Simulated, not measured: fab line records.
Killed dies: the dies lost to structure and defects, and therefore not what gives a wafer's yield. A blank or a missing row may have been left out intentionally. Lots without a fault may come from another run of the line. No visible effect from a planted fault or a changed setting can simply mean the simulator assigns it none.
A lot that was struck, set against a sound lot ; flow gf180mcu ; 15 steps out of a route of 602
Sound: wafers L329.1, L329.2, L329.3. Struck: wafers L324.1, L324.2, L324.4. At the end, the cause is stated.
Order at every step that has rows: each side's tool, ch and its chambers, its first start. Under that, the readings that differ: sound wafers ; struck wafers ; difference of the means ; sigmas: that difference in standard deviations of wafers without a fault.
alike: readings whose means differ by less than 2 such deviations, and words and numbers that are the same on both sides. not compared: withheld readings, readings that some wafer has no value for, bounds like >300 that may hide the same value, and numbers for which the record gives no deviation and whose values overlap.
Wherever a step has rows on one side only, a row that says differs or no value, or a row with sigmas, the two part there. When numbers do not overlap yet have no deviation, they are printed without sigmas and do not part them. Lack of a reading on every wafer of one side parts them only where that side has two or more wafers.

GF_V3_BOW_MEAS_05:
  sound on film_metro-04, day 25 09:41; struck on film_metro-01, day 23 11:36
  alike: V3_BOW
then, 8 steps without rows for these wafers: GF_V3_DEHYDRATE_06 (time 60 s); GF_V3_HMDS_07 (prime time 60 s); GF_V3_COAT_08; GF_V3_COAT_09 (resist thk 1000 nm); GF_V3_SOFTBAKE_10 (time 60 s); GF_V3_EXPOSE_11 (exposes mask Via3, target cd 260 nm); GF_V3_PEB_12 (peb time 90 s); GF_V3_DEVELOP_13 (develop time 60 s).
GF_V3_CD_MEAS_14: the cd target is 260 nm.
  sound on cd_sem-01, day 26 06:09; struck on cd_sem-02, day 24 10:23
  alike: cd_nm
GF_V3_OVL_MEAS_15:
  sound on overlay-01, day 26 06:16; struck on overlay-01, day 24 10:31
  alike: V3_OVL
GF_V3_ETCH_16: etches BARC in N2/H2.
  sound on rie_diel-04 ch 0,2,3, day 26 06:18; struck on rie_diel-03 ch 0,1,3, day 24 10:32
  alike: bias_w, chamber_pressure_mTorr, drypump_motor_current_A, oes_product_au, throttle_valve_pct
GF_V3_ETCH_17: etches SiO2 in C4F8/O2/Ar, stops on TiN, target depth 635 nm.
  sound on rie_diel-04 ch 0,2,3, day 26 06:00; struck on rie_diel-03 ch 0,1,3, day 24 10:00
  no value came back on the struck wafers for bias_w (W), chamber_pressure_mTorr (mTorr), oes_product_au (a.u.); on the sound wafers bias_w (W) reads 1198 1203 1201
GF_V3_STRIP_18: strips in O2/N2.
  sound on plasma_asher-02 ch 0,1, day 26 06:26; struck on plasma_asher-04 ch 0,1, day 24 10:40
reading;sound;struck;difference;sigmas
oes_product_au (a.u.);0.597 0.595 0.591;0.661 0.673 0.678;+0.076;+16
  alike: drypump_motor_current_A, heater_power_w
  not compared: rf_hours_counter_h
then, 1 step without rows for these wafers: GF_V3_STRIP_19 (strips in post etch residue remover, time 1200 s).

== WHERE THEY PART ==
At GF_V3_ETCH_17 first; at GF_V3_STRIP_18 last (within this record only).

WHY: what the simulator had put in
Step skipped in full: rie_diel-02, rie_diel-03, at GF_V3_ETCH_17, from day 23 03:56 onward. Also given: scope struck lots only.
